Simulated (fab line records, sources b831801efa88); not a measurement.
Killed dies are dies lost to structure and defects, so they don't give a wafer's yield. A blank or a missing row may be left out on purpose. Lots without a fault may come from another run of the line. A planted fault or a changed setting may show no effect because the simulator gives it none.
fab line records | flow sky130
record lots=13 wafers=39 last_day=50
route steps=708 shown METAL1@452 VIA1@470 METAL2@499 VIA2@510 PAD_OPEN@708
lots that met no fault: from a run of the same line without faults
start_h: hours from the record's first day to the start of the lot's first wafer shown | wait_h: hours since the lot's step before | " the same as in the row above | L1.1+2: a row that stands for several wafers | - no value, or no start given | * or withheld: withheld | < > ~ a bound
route shown NAME@n: a module of which the file shows steps, and the number in the route of the first | usual: mean/standard deviation of fault-free wafers | same: alike in all rows | chamber/n: place in a boat | sites: the reading at each site | _std_site: their standard deviation | _edge_site: outer sites' mean less inner sites' | radius_mm: how far each site lies from the wafer's centre | mask NAME#n: copy n | behind: the tool/chamber that last shaped the wafer | hold: why the lot was held/for how many hours/how that ended | device: the transistor (n, p or np) that didn't switch | end of line: the same wafers' tests at the end of the route | a step without rows: its recipe alone | killed: dies lost to structure and defects at the first sort, not the wafer's yield | map: a wafer's dies, x killed, . not, _ none there
set.NAME: the setting as run; set.NAME@STEP: as run at that earlier step | model.NAME: the simulator's own value behind a step, which no gauge read
steps of the route over a sample of lots; a table a step, a row a wafer
services: from which hour (start_h, from the record's first day; less than 0 if before it) a tool's chamber was out of use, for how many hours, and why
## steps
# step SKY_METAL1_ETCH_18
# recipe chemistry=N2/H2 target=BARC ion_energy_ev=200 bias_w=100 pressure_mtorr=30 n2_flow_sccm=100 h2_flow_sccm=200 icp_w=500 stop_on=SiO2 time_s=45.9 target_depth_a=600
# usual drypump_motor_current_A=5.9/0.39 n2_flow_sccm=99.96/0.26 oes_product_au=0.856/0.0042 throttle_valve_pct=13.224/0.0088
# columns lot.wafer tool chamber start_h wait_h drypump_motor_current_A n2_flow_sccm oes_product_au rf_hours_counter_h throttle_valve_pct
L486.2 rie_metal-02 0 757.74 0.0 5.9 99.55 0.856 14 13.229
L486.4 " 0 " " 5.9 99.72 0.860 - 13.233
L486.5 " 0 " " 5.9 99.96 0.858 - 13.221
L488.3 rie_metal-03 0 783.65 0.1 6.1 100.08 0.858 - 13.231
L488.4 " 0 " " 6.1 99.76 0.861 - 13.223
L488.6 " 0 " " 6.2 99.99 0.856 - 13.219
L489.1 rie_metal-02 0 785.25 0.0 5.9 99.33 0.851 15 13.229
L489.2 " 1 " " 5.3 100.01 0.848 6 13.227
L489.4 " 0 " " 5.9 99.61 0.852 - 13.211
L490.2 rie_metal-03 0 793.84 0.1 6.2 100.49 0.851 - 13.222
L490.3 " 0 " " 6.1 99.93 0.855 - 13.226
L490.4 " 0 " " 6.1 99.78 0.854 - 13.221
L491.1 rie_metal-02 1 805.38 0.1 5.3 99.72 0.860 7 13.228
L491.4 " 1 " " 5.3 99.52 0.850 - 13.228
L491.5 " 1 " " 5.3 99.81 0.852 - 13.221
L492.2 rie_metal-03 0 815.10 0.0 6.1 100.17 0.857 10 13.226
L492.3 " 1 " " 5.7 100.41 0.855 - 13.230
L492.4 " 0 " " 6.1 99.64 0.859 - 13.211
L495.1 rie_metal-01 0 832.40 0.0 5.9 100.11 0.858 1 13.211
L495.2 " 1 " " 6.7 100.02 0.860 8 13.225
L495.3 " 0 " " 5.9 100.19 0.854 - 13.228
L500.1 rie_metal-02 0 876.35 0.0 5.9 99.94 0.876 2 13.217
L500.4 " 1 " " 5.3 100.09 0.855 - 13.219
L500.5 " 0 " " 5.9 100.38 0.880 - 13.226
L501.1 rie_metal-02 1 879.65 0.0 5.3 99.73 0.877 10 13.241
L501.5 " 1 " " 5.3 100.17 0.878 - 13.227
L501.6 " 0 " " 5.9 100.00 0.866 - 13.217
L503.1 rie_metal-01 1 894.71 0.0 6.7 99.54 0.858 10 13.224
L503.5 " 0 " " 5.9 100.09 0.854 - 13.219
L503.6 " 1 " " 6.7 99.57 0.858 - 13.215
L506.1 rie_metal-03 0 913.43 0.0 6.1 99.84 0.861 14 13.223
L506.3 " 0 " " 6.2 99.65 0.851 - 13.228
L506.6 " 0 " " 6.1 99.87 0.856 - 13.227
L507.1 rie_metal-01 0 930.17 0.0 5.9 99.81 0.852 5 13.218
L507.4 " 1 " " 6.7 100.12 0.862 - 13.238
L507.5 " 0 " " 5.9 99.91 0.853 - 13.231
L509.1 rie_metal-02 1 940.04 0.0 5.3 99.81 0.856 13 13.218
L509.3 " 0 " " 5.9 100.32 0.852 - 13.218
L509.5 " 0 " " 5.9 100.30 0.859 - 13.234
# step SKY_VIA1_CD_MEAS_12
# recipe target_cd_nm=150
# usual cd_nm=150.3/1.9
# columns lot.wafer tool chamber start_h wait_h cd_nm
L486.2 cd_sem-01 - 785.61 - 148.3
L486.4 " - " " 148.2
L486.5 " - " " 147.4
L488.3 cd_sem-02 - 811.25 - 153.5
L488.4 " - " " 152.4
L488.6 " - " " 151.9
L489.1 cd_sem-02 - 812.49 - 151.3
L489.2 " - " " 149.9
L489.4 " - " " 148.5
L490.2 cd_sem-01 - 821.73 - 149.1
L490.3 " - " " 148.7
L490.4 " - " " 149.4
L491.1 cd_sem-01 - 832.85 - 149.6
L491.4 " - " " 150.8
L491.5 " - " " 149.4
L492.2 cd_sem-01 - 843.06 - 149.4
L492.3 " - " " 150.4
L492.4 " - " " 150.4
L495.1 cd_sem-02 - 860.16 - 152.9
L495.2 " - " " 152.6
L495.3 " - " " 150.7
L500.1 cd_sem-01 - 902.39 - 152.5
L500.4 " - " " 153.5
L500.5 " - " " 152.8
L501.1 cd_sem-01 - 906.40 - 151.2
L501.5 " - " " 151.8
L501.6 " - " " 154.8
L503.1 cd_sem-01 - 921.25 - 153.0
L503.5 " - " " 151.7
L503.6 " - " " 154.1
L506.1 cd_sem-02 - 940.80 - 150.2
L506.3 " - " " 148.8
L506.6 " - " " 150.2
L507.1 cd_sem-01 - 955.79 - 149.4
L507.4 " - " " 150.3
L507.5 " - " " 149.1
L509.1 cd_sem-02 - 965.20 - 149.0
L509.3 " - " " 151.1
L509.5 " - " " 148.7
# step SKY_METAL2_OVL_MEAS_16
# usual METAL2_OVL=-1/6.5
# columns lot.wafer tool chamber start_h wait_h METAL2_OVL[nm]
L486.2 overlay-01 - 813.29 0.1 -10
L486.4 " - " " -6
L486.5 " - " " -5
L488.3 overlay-02 - 839.59 0.1 -3
L488.4 " - " " 7
L488.6 " - " " 7
L489.1 overlay-02 - 841.12 0.1 3
L489.2 " - " " -3
L489.4 " - " " 8
L490.2 overlay-02 - 849.98 0.1 -2
L490.3 " - " " -2
L490.4 " - " " -1
L491.1 overlay-01 - 860.93 0.1 -3
L491.4 " - " " 2
L491.5 " - " " -2
L492.2 overlay-01 - 871.33 0.1 2
L492.3 " - " " -3
L492.4 " - " " 4
L495.1 overlay-02 - 887.98 0.1 -12
L495.2 " - " " -8
L495.3 " - " " -5
L500.1 overlay-02 - 928.68 0.1 10
L500.4 " - " " -5
L500.5 " - " " 9
L501.1 overlay-01 - 932.38 0.1 8
L501.5 " - " " -2
L501.6 " - " " 0
L503.1 overlay-01 - 947.77 0.1 6
L503.5 " - " " 3
L503.6 " - " " -3
L506.1 overlay-01 - 966.43 0.1 -12
L506.3 " - " " -7
L506.6 " - " " 1
L507.1 overlay-01 - 981.63 0.1 -16
L507.4 " - " " -5
L507.5 " - " " -12
L509.1 overlay-02 - 990.18 0.1 -6
L509.3 " - " " -7
L509.5 " - " " -4
# step SKY_VIA2_BOW_MEAS_03
# recipe mode=bow
# usual VIA2_BOW=87/7.4
# columns lot.wafer tool chamber start_h wait_h VIA2_BOW[um]
L486.2 film_metro-04 - 814.60 0.2 84
L486.4 " - " " 90
L486.5 " - " " 82
L488.3 film_metro-01 - 840.92 0.2 83
L488.4 " - " " 89
L488.6 " - " " 89
L489.1 film_metro-02 - 842.43 0.2 82
L489.2 " - " " 93
L489.4 " - " " 72
L490.2 film_metro-04 - 851.34 0.3 86
L490.3 " - " " 90
L490.4 " - " " 88
L491.1 film_metro-02 - 862.23 0.2 89
L491.4 " - " " 100
L491.5 " - " " 87
L492.2 film_metro-04 - 872.95 0.2 86
L492.3 " - " " 83
L492.4 " - " " 77
L495.1 film_metro-01 - 889.28 0.2 91
L495.2 " - " " 80
L495.3 " - " " 82
L500.1 film_metro-04 - 930.19 0.1 89
L500.4 " - " " 83
L500.5 " - " " 95
L501.1 film_metro-02 - 933.72 0.1 88
L501.5 " - " " 96
L501.6 " - " " 85
L503.1 film_metro-01 - 949.10 0.2 81
L503.5 " - " " 80
L503.6 " - " " 70
L506.1 film_metro-02 - 967.73 0.2 79
L506.3 " - " " 96
L506.6 " - " " 80
L507.1 film_metro-01 - 982.94 0.1 71
L507.4 " - " " 71
L507.5 " - " " 90
L509.1 film_metro-02 - 991.48 0.2 82
L509.3 " - " " 88
L509.5 " - " " 82
# step SKY_PAD_OPEN_PROBE_99
# usual defect_limited_yield=82.7/2 killed_at_M0_to_M3=42/7.7 killed_at_M4_up=3.1/1.9 killed_at_contacts=24/4.9 killed_at_front_end=15/4.6 killed_at_other=0.3/0.51 killed_dies=85/9.9 killed_open=47/7.1 killed_short=38/6.7 sort_bin_3_pad_short=0.9/0.46 sort_bin_5_function=10.1/1.5 sort_bin_6_memory=6.3/1.1 sort_n_pass=407/9.9 sort_yield_pct=82.7/2
# same gross_dies=492 killed_at_back_side=0 sort_bin_4_leakage[%]=0 sort_bin_8_speed[%]=0
# columns lot.wafer tool chamber start_h wait_h defect_limited_yield[%] killed_at_M0_to_M3 killed_at_M4_up killed_at_contacts killed_at_front_end killed_at_other killed_dies killed_open killed_short sort_bin_3_pad_short[%] sort_bin_5_function[%] sort_bin_6_memory[%] sort_n_pass sort_yield_pct[%]
L486.2 prober-02 - 1071.72 0.1 80.5 48 1 25 22 0 96 60 36 1.4 11.6 6.5 396 80.5
L486.4 prober-02 - 1071.82 0.2 79.9 55 5 25 14 0 99 44 55 1.0 12.8 6.3 393 79.9
L486.5 prober-02 - 1071.87 0.2 82.3 42 5 31 9 0 87 44 43 1.0 9.3 7.3 405 82.3
L488.3 prober-01 - 1090.96 0.2 86.2 33 3 19 13 0 68 37 31 1.6 8.5 3.7 424 86.2
L488.4 prober-01 - 1091.01 0.2 82.3 56 1 17 13 0 87 40 47 1.4 9.3 6.9 405 82.3
L488.6 prober-01 - 1091.11 0.2 81.3 56 0 26 10 0 92 60 32 1.2 10.4 7.1 400 81.3
L489.1 prober-02 - 1093.02 0.1 83.5 52 3 17 9 0 81 41 40 0.6 11.0 4.9 411 83.5
L489.2 prober-02 - 1093.07 0.1 83.1 42 0 29 12 0 83 49 33 0 10.8 6.1 409 83.1
L489.4 prober-02 - 1093.17 0.2 85.6 31 3 18 18 1 71 40 30 1.0 7.7 5.7 421 85.6
L490.2 prober-01 - 1098.47 0.1 83.3 37 0 29 16 0 82 48 33 2.0 7.9 6.7 410 83.3
L490.3 prober-01 - 1098.52 0.2 84.6 41 2 26 7 0 76 36 39 0.8 9.8 4.9 416 84.6
L490.4 prober-01 - 1098.57 0.2 84.6 42 3 18 13 0 76 43 33 0.6 7.5 7.3 416 84.6
L491.1 prober-02 - 1106.56 0.1 83.7 35 2 23 20 0 80 46 34 1.0 8.1 7.1 412 83.7
L491.4 prober-02 - 1106.71 0.2 81.5 47 5 18 21 0 91 50 41 1.6 10.0 6.9 401 81.5
L491.5 prober-02 - 1106.76 0.2 81.7 41 3 26 20 0 90 57 33 1.2 10.8 6.3 402 81.7
L492.2 prober-01 - 1117.28 0.1 83.7 46 2 21 11 0 80 43 37 0.6 9.6 6.1 412 83.7
L492.3 prober-01 - 1117.33 0.2 82.1 43 6 26 13 0 88 49 39 1.8 10.6 5.5 404 82.1
L492.4 prober-01 - 1117.38 0.2 81.3 40 1 34 17 0 92 54 38 0.8 12.8 5.1 400 81.3
L495.1 prober-02 - 1130.15 0.1 77.4 58 6 29 18 0 111 63 48 0.8 14.0 7.7 381 77.4
L495.2 prober-02 - 1130.20 0.1 82.7 34 6 25 20 0 85 44 41 0.4 9.8 7.1 407 82.7
L495.3 prober-02 - 1130.25 0.2 82.9 40 2 29 13 0 84 45 39 0.6 10.8 5.7 408 82.9
L500.1 prober-01 - 1159.45 0.1 81.5 36 8 32 14 1 91 57 34 1.4 11.2 5.9 401 81.5
L500.4 prober-01 - 1159.60 0.2 82.5 31 0 30 24 1 86 42 43 0.6 11.2 5.7 406 82.5
L500.5 prober-01 - 1159.65 0.2 83.7 38 5 21 16 0 80 39 41 0.2 10.2 5.9 412 83.7
L501.1 prober-02 - 1161.17 0.1 82.9 52 2 21 9 0 84 38 45 0.8 11.2 5.1 408 82.9
L501.5 prober-02 - 1161.37 0.2 84.3 34 4 21 18 0 77 43 34 0.6 9.6 5.5 415 84.3
L501.6 prober-02 - 1161.42 0.2 82.5 51 1 21 13 0 86 41 45 1.2 10.4 5.9 406 82.5
L503.1 prober-02 - 1173.53 0.1 86.4 29 0 22 16 0 67 42 24 1.0 7.5 5.1 425 86.4
L503.5 prober-02 - 1173.73 0.2 82.1 44 3 26 14 1 88 55 31 0.6 11.8 5.5 404 82.1
L503.6 prober-02 - 1173.78 0.2 80.5 52 2 18 24 0 96 61 35 1.0 11.6 6.9 396 80.5
L506.1 prober-01 - 1185.81 0.1 85.0 27 5 21 21 0 74 39 34 0.6 7.7 6.7 418 85.0
L506.3 prober-01 - 1185.91 0.2 85.0 32 6 22 13 1 74 36 37 1.4 7.9 5.7 418 85.0
L506.6 prober-01 - 1186.06 0.2 83.9 37 4 24 13 1 79 35 43 0.8 10.4 4.9 413 83.9
L507.1 prober-02 - 1195.18 0.1 77.2 60 4 30 17 1 112 55 56 1.2 15.0 6.5 380 77.2
L507.4 prober-02 - 1195.33 0.2 79.9 55 5 19 20 0 99 56 43 0 12.8 7.3 393 79.9
L507.5 prober-02 - 1195.38 0.2 81.3 44 0 34 13 1 92 55 36 1.6 11.0 6.1 400 81.3
L509.1 prober-02 - 1199.15 0.1 83.5 39 3 25 14 0 81 48 33 0.8 8.7 6.9 411 83.5
L509.3 prober-02 - 1199.25 0.2 80.1 57 2 20 18 1 98 55 43 1.8 9.6 8.5 394 80.1
L509.5 prober-02 - 1199.35 0.2 83.7 32 3 26 19 0 80 44 36 0.4 10.4 5.5 412 83.7
# killed by level:class
L486.2 CONTACT:geometric_particle:open=12 VIA1:geometric_particle:open=10 VIA3:geometric_particle:open=9 METAL1:geometric_particle:short=8 LI_CONTACT:geometric_particle:open=7 VIA1:geometric_particle:short=6 FIELD_ISO:geometric_particle:open=5 POLY_GATE:geometric_particle:open=5
L486.4 CONTACT:geometric_particle:open=9 VIA1:geometric_particle:short=9 VIA1:geometric_particle:open=8 CONTACT:geometric_particle:short=7 METAL2:geometric_particle:short=7 METAL1:geometric_particle:short=7 LI_CONTACT:geometric_particle:open=6 VIA2:geometric_particle:open=6
L486.5 CONTACT:geometric_particle:open=11 VIA1:geometric_particle:open=9 CONTACT:geometric_particle:short=8 VIA2:geometric_particle:open=6 VIA3:geometric_particle:short=5 METAL1:geometric_particle:short=5 POLY_GATE:geometric_particle:short=4 LI_CONTACT:geometric_particle:open=4
L488.3 CONTACT:geometric_particle:open=10 VIA1:geometric_particle:open=9 METAL1:geometric_particle:short=5 VIA2:geometric_particle:open=5 METAL2:geometric_particle:short=4 LI_CONTACT:geometric_particle:open=4 FIELD_ISO:geometric_particle:short=3 VIA1:geometric_particle:short=3
L488.4 VIA1:geometric_particle:open=11 METAL2:geometric_particle:short=10 VIA3:geometric_particle:short=8 METAL1:geometric_particle:short=8 CONTACT:geometric_particle:open=6 LI_CONTACT:geometric_particle:open=5 VIA2:geometric_particle:open=5 FIELD_ISO:geometric_particle:short=4
L488.6 VIA1:geometric_particle:open=15 CONTACT:geometric_particle:open=12 VIA2:geometric_particle:open=8 VIA1:geometric_particle:short=7 VIA3:geometric_particle:open=7 LI_CONTACT:geometric_particle:open=6 METAL1:geometric_particle:short=6 CONTACT:geometric_particle:short=4
L489.1 METAL1:geometric_particle:short=9 VIA1:geometric_particle:open=9 CONTACT:geometric_particle:open=8 VIA2:geometric_particle:open=8 VIA1:geometric_particle:short=7 METAL2:geometric_particle:short=7 VIA3:geometric_particle:open=7 LI_CONTACT:geometric_particle:open=4
L489.2 CONTACT:geometric_particle:open=12 VIA1:geometric_particle:open=10 LI_CONTACT:geometric_particle:open=8 VIA2:geometric_particle:open=7 VIA3:geometric_particle:open=6 VIA1:geometric_particle:short=5 LOCAL_INTERCONNECT:geometric_particle:short=5 METAL1:geometric_particle:short=5
L489.4 CONTACT:geometric_particle:open=12 VIA1:geometric_particle:open=10 FIELD_ISO:geometric_particle:short=5 POLY_GATE:geometric_particle:open=5 POLY_GATE:geometric_particle:short=5 VIA1:geometric_particle:short=4 VIA3:geometric_particle:short=4 VIA3:geometric_particle:open=4
L490.2 CONTACT:geometric_particle:open=14 CONTACT:geometric_particle:short=8 VIA1:geometric_particle:open=8 VIA2:geometric_particle:open=7 FIELD_ISO:geometric_particle:open=5 VIA2:geometric_particle:short=5 VIA3:geometric_particle:open=4 METAL2:geometric_particle:short=4
L490.3 CONTACT:geometric_particle:open=9 VIA3:geometric_particle:open=8 CONTACT:geometric_particle:short=7 VIA3:geometric_particle:short=6 LI_CONTACT:geometric_particle:open=5 VIA1:geometric_particle:open=5 METAL3:geometric_particle:short=5 METAL1:geometric_particle:short=4
L490.4 VIA1:geometric_particle:open=12 CONTACT:geometric_particle:open=9 VIA3:geometric_particle:open=7 VIA2:geometric_particle:open=6 METAL2:geometric_particle:short=6 FIELD_ISO:geometric_particle:short=5 CONTACT:geometric_particle:short=4 VIA3:geometric_particle:short=4
L491.1 VIA1:geometric_particle:open=13 CONTACT:geometric_particle:open=11 POLY_GATE:geometric_particle:open=5 METAL1:geometric_particle:short=5 FIELD_ISO:geometric_particle:short=4 POLY_GATE:geometric_particle:short=4 LI_CONTACT:geometric_particle:open=4 VIA3:geometric_particle:open=4
L491.4 VIA1:geometric_particle:open=16 CONTACT:geometric_particle:open=8 FIELD_ISO:geometric_particle:open=6 VIA1:geometric_particle:short=6 POLY_GATE:geometric_particle:short=5 METAL2:geometric_particle:short=5 VIA2:geometric_particle:open=5 VIA3:geometric_particle:short=5
L491.5 CONTACT:geometric_particle:open=10 VIA1:geometric_particle:open=9 VIA3:geometric_particle:open=7 VIA2:geometric_particle:open=7 FIELD_ISO:geometric_particle:open=6 LI_CONTACT:geometric_particle:open=6 FIELD_ISO:geometric_particle:short=4 CONTACT:geometric_particle:short=4
L492.2 VIA1:geometric_particle:open=11 LI_CONTACT:geometric_particle:open=9 VIA3:geometric_particle:open=8 POLY_GATE:geometric_particle:short=6 CONTACT:geometric_particle:open=6 METAL1:geometric_particle:short=5 VIA2:geometric_particle:open=5 VIA3:geometric_particle:short=5
L492.3 VIA2:geometric_particle:open=10 VIA1:geometric_particle:open=9 LI_CONTACT:geometric_particle:open=8 LOCAL_INTERCONNECT:geometric_particle:short=7 CONTACT:geometric_particle:open=6 METAL4:geometric_particle:short=5 SPACER:geometric_particle:open=4 METAL1:geometric_particle:short=4
L492.4 LI_CONTACT:geometric_particle:open=13 CONTACT:geometric_particle:open=11 VIA1:geometric_particle:open=8 VIA2:geometric_particle:open=8 POLY_GATE:geometric_particle:short=6 VIA3:geometric_particle:short=6 FIELD_ISO:geometric_particle:open=5 CONTACT:geometric_particle:short=4
L495.1 VIA1:geometric_particle:open=11 CONTACT:geometric_particle:open=10 VIA1:geometric_particle:short=10 VIA2:geometric_particle:open=10 LI_CONTACT:geometric_particle:open=9 VIA3:geometric_particle:open=7 METAL2:geometric_particle:short=6 FIELD_ISO:geometric_particle:open=5
L495.2 CONTACT:geometric_particle:open=11 LI_CONTACT:geometric_particle:open=10 METAL2:geometric_particle:short=7 FIELD_ISO:geometric_particle:short=5 VIA1:geometric_particle:short=5 VIA1:geometric_particle:open=5 FIELD_ISO:geometric_particle:open=4 POLY_GATE:geometric_particle:open=4
L495.3 CONTACT:geometric_particle:open=10 LI_CONTACT:geometric_particle:open=8 METAL1:geometric_particle:short=7 VIA3:geometric_particle:open=6 CONTACT:geometric_particle:short=5 METAL2:geometric_particle:short=5 VIA1:geometric_particle:open=4 METAL1:geometric_particle:open=4
L500.1 CONTACT:geometric_particle:open=12 LI_CONTACT:geometric_particle:open=10 VIA1:geometric_particle:open=8 VIA3:geometric_particle:open=7 POLY_GATE:geometric_particle:short=5 VIA1:geometric_particle:short=5 VIA2:geometric_particle:open=5 LI_CONTACT:geometric_particle:short=4
L500.4 VIA1:geometric_particle:open=8 POLY_GATE:geometric_particle:open=7 LI_CONTACT:geometric_particle:open=7 CONTACT:geometric_particle:open=7 LOCAL_INTERCONNECT:geometric_particle:short=6 CONTACT:geometric_particle:short=6 METAL1:geometric_particle:short=6 FIELD_ISO:geometric_particle:short=4
L500.5 LOCAL_INTERCONNECT:geometric_particle:short=8 METAL2:geometric_particle:short=7 CONTACT:geometric_particle:open=6 METAL1:geometric_particle:short=6 VIA3:geometric_particle:open=6 FIELD_ISO:geometric_particle:open=5 LI_CONTACT:geometric_particle:open=5 VIA2:geometric_particle:open=5
L501.1 VIA1:geometric_particle:open=12 CONTACT:geometric_particle:open=11 METAL2:geometric_particle:short=9 VIA1:geometric_particle:short=7 VIA2:geometric_particle:short=7 VIA3:geometric_particle:open=5 LOCAL_INTERCONNECT:geometric_particle:short=4 CONTACT:geometric_particle:short=4
L501.5 VIA1:geometric_particle:open=10 CONTACT:geometric_particle:open=6 METAL3:geometric_particle:short=5 POLY_GATE:geometric_particle:short=4 POLY_GATE:geometric_particle:open=4 LI_CONTACT:geometric_particle:open=4 LOCAL_INTERCONNECT:geometric_particle:short=4 CONTACT:geometric_particle:short=4
L501.6 VIA1:geometric_particle:open=14 METAL2:geometric_particle:short=10 CONTACT:geometric_particle:short=7 CONTACT:geometric_particle:open=6 VIA1:geometric_particle:short=6 LI_CONTACT:geometric_particle:open=4 VIA3:geometric_particle:open=4 METAL1:geometric_particle:short=3
L503.1 VIA1:geometric_particle:open=11 LI_CONTACT:geometric_particle:open=9 CONTACT:geometric_particle:open=5 VIA3:geometric_particle:open=5 FIELD_ISO:geometric_particle:open=4 POLY_GATE:geometric_particle:short=4 VIA1:geometric_particle:short=4 POLY_GATE:geometric_particle:open=3
L503.5 VIA3:geometric_particle:open=13 CONTACT:geometric_particle:open=12 VIA1:geometric_particle:open=11 VIA2:geometric_particle:open=7 VIA1:geometric_particle:short=5 POLY_GATE:geometric_particle:open=4 LI_CONTACT:geometric_particle:open=4 CONTACT:geometric_particle:short=4
L503.6 VIA1:geometric_particle:open=17 VIA3:geometric_particle:open=8 FIELD_ISO:geometric_particle:open=7 POLY_GATE:geometric_particle:short=7 VIA2:geometric_particle:open=7 CONTACT:geometric_particle:open=6 POLY_GATE:geometric_particle:open=5 METAL2:geometric_particle:short=5
L506.1 CONTACT:geometric_particle:open=11 POLY_GATE:geometric_particle:open=5 VIA2:geometric_particle:open=5 POLY_GATE:geometric_particle:short=4 CONTACT:geometric_particle:short=4 VIA2:geometric_particle:short=4 FIELD_ISO:geometric_particle:short=3 LOCAL_INTERCONNECT:geometric_particle:short=3
L506.3 CONTACT:geometric_particle:open=17 METAL3:geometric_particle:short=7 VIA1:geometric_particle:short=5 VIA1:geometric_particle:open=4 METAL2:geometric_particle:short=4 METAL4:geometric_particle:short=4 FIELD_ISO:geometric_particle:short=3 VIA2:geometric_particle:open=3
L506.6 CONTACT:geometric_particle:open=9 VIA2:geometric_particle:open=8 VIA1:geometric_particle:open=8 FIELD_ISO:geometric_particle:short=6 CONTACT:geometric_particle:short=6 POLY_GATE:geometric_particle:short=5 LOCAL_INTERCONNECT:geometric_particle:short=5 METAL2:geometric_particle:short=5
L507.1 VIA3:geometric_particle:open=11 METAL1:geometric_particle:short=10 LI_CONTACT:geometric_particle:open=9 VIA1:geometric_particle:short=8 VIA1:geometric_particle:open=7 VIA2:geometric_particle:open=7 FIELD_ISO:geometric_particle:open=6 CONTACT:geometric_particle:short=6
L507.4 VIA1:geometric_particle:open=10 VIA3:geometric_particle:open=10 VIA2:geometric_particle:open=8 FIELD_ISO:geometric_particle:open=7 METAL3:geometric_particle:short=7 LI_CONTACT:geometric_particle:open=7 CONTACT:geometric_particle:open=6 METAL1:geometric_particle:short=6
L507.5 LI_CONTACT:geometric_particle:open=16 VIA1:geometric_particle:open=14 VIA2:geometric_particle:open=9 METAL1:geometric_particle:short=8 CONTACT:geometric_particle:open=5 FIELD_ISO:geometric_particle:short=4 LI_CONTACT:geometric_particle:short=4 CONTACT:geometric_particle:short=4
L509.1 CONTACT:geometric_particle:open=11 VIA2:geometric_particle:open=8 LI_CONTACT:geometric_particle:open=6 VIA1:geometric_particle:open=6 VIA3:geometric_particle:open=6 METAL1:geometric_particle:short=5 POLY_GATE:geometric_particle:open=4 FIELD_ISO:geometric_particle:open=3
L509.3 VIA1:geometric_particle:open=17 FIELD_ISO:geometric_particle:short=7 VIA2:geometric_particle:open=7 CONTACT:geometric_particle:open=6 VIA1:geometric_particle:short=6 METAL2:geometric_particle:short=6 VIA3:geometric_particle:open=6 LI_CONTACT:geometric_particle:open=5
L509.5 VIA1:geometric_particle:open=11 CONTACT:geometric_particle:open=10 LOCAL_INTERCONNECT:geometric_particle:short=5 VIA2:geometric_particle:open=4 FIELD_ISO:geometric_particle:open=4 LI_CONTACT:geometric_particle:open=4 CONTACT:geometric_particle:short=4 METAL2:geometric_particle:short=4
## services
# columns tool chamber start_h hours kind
rie_metal-03 1 773.66 - clean
rie_metal-03 1 773.66 26.9 scheduled_down
rie_metal-03 1 773.66 26.9 vent_cycle
rie_metal-01 0 795.18 - clean
rie_metal-01 0 795.18 16.7 scheduled_down
rie_metal-01 0 795.18 16.7 vent_cycle
rie_metal-02 0 795.74 - clean
rie_metal-02 0 795.74 28.2 scheduled_down
rie_metal-02 0 795.74 28.2 vent_cycle
rie_metal-01 - 907.50 1.4 pm
## key
first_sign step=SKY_METAL1_ETCH_18 reading=oes_product_au direction=up sigmas=5.3 usual=0.856 struck=0.878
effect none on later readings
met_at SKY_METAL1_ETCH_18
struck_lots L500,L501
struck_wafers L500.1,L500.5,L501.1,L501.5
not_acting_at SKY_VIA1_CD_MEAS_12,SKY_METAL2_OVL_MEAS_16,SKY_VIA2_BOW_MEAS_03
onset_between 805.38 876.35
fault kind=process_parameter_drift tool=rie_metal-02 chamber=- onset_h=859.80 steps=SKY_METAL1_ETCH_18 channel=time_s offset=* shape=step end_h=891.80 scope=struck_wafers_only acts_in=* stated=*
